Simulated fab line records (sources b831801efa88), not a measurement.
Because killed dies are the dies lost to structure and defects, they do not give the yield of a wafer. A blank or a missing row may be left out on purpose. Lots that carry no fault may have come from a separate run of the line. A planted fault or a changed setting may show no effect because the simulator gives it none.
What tool caused it? :: flow sky130 :: 42 wafers sampled from 14 lots at 1 step of a route of 708

## WHAT THE GAUGES READ, wafer by wafer
SKY_SD_N_TW_MEAS_12.
lot: L780
measured: day 27 12:38
on: film_metro-03
SD_N_TW: 3979 4000 3948

lot: L779
measured: day 27 14:47
on: film_metro-01
SD_N_TW: 3951 3940 3962

lot: L781
measured: day 28 08:22
on: film_metro-03
SD_N_TW: 3995 4009 3994

lot: L782
measured: day 29 04:13
on: film_metro-03
SD_N_TW: 4008 4037 4006

lot: L783
measured: day 29 12:31
on: film_metro-01
SD_N_TW: 3967 3991 3966

lot: L785
measured: day 29 23:56
on: film_metro-03
SD_N_TW: 3997 4008 3998

lot: L784
measured: day 30 01:38
on: film_metro-02
SD_N_TW: 3968 3978 3964

lot: L790
measured: day 31 15:21
on: film_metro-01
SD_N_TW: 3923 3951 3941

lot: L793
measured: day 32 13:58
on: film_metro-02
SD_N_TW: 3973 3963 3969

lot: L797
measured: day 33 21:32
on: film_metro-02
SD_N_TW: 3975 3958 3953

lot: L798
measured: day 34 19:52
on: film_metro-02
SD_N_TW: 3980 3960 3996

lot: L800
measured: day 35 03:56
on: film_metro-01
SD_N_TW: 3926 3930 3938

lot: L801
measured: day 35 04:37
on: film_metro-03
SD_N_TW: 4028 4043 4030

lot: L802
measured: day 35 11:08
on: film_metro-02
SD_N_TW: 3979 3981 3985

## WHAT TOOL EACH LOT RAN ON (gives the tool, then ch and the chambers of the sampled wafers, and finally the start)
The record holds no process step before these readings.

## WHAT THE TOOLS THEMSELVES READ (means of the sampled wafers that have a number; where no wafer has one, the mark that the record gives instead)
The record holds no such reading with a usual standard deviation.

## THE ANSWER, worked out from the rows above alone
Rule: what is usual is taken from the lots themselves. Put in order of their means at a reading, lots are off if they are a third of the lots or fewer, leave a main group of 4 or more, and stand apart from it by a gap of 3 or more times the standard deviation of the main group's means; of several such gaps the widest counts. Not used: any main group whose means are identical at the precision the tables above print for the reading. Also off: a lot with no number at a reading for which 4 or more lots have one. The other lots that the step has rows for count as sound. After the gauges, taken in route order, come the tools' own readings; for these a lot's mean is taken, as printed above. At the first step where some lot is off, the reading lying furthest off is the one used; lots without a number count as furthest.
Across all readings shown, no lot is off: no conclusion can be drawn from this.

## WHAT THE SIMULATOR HAD INSERTED
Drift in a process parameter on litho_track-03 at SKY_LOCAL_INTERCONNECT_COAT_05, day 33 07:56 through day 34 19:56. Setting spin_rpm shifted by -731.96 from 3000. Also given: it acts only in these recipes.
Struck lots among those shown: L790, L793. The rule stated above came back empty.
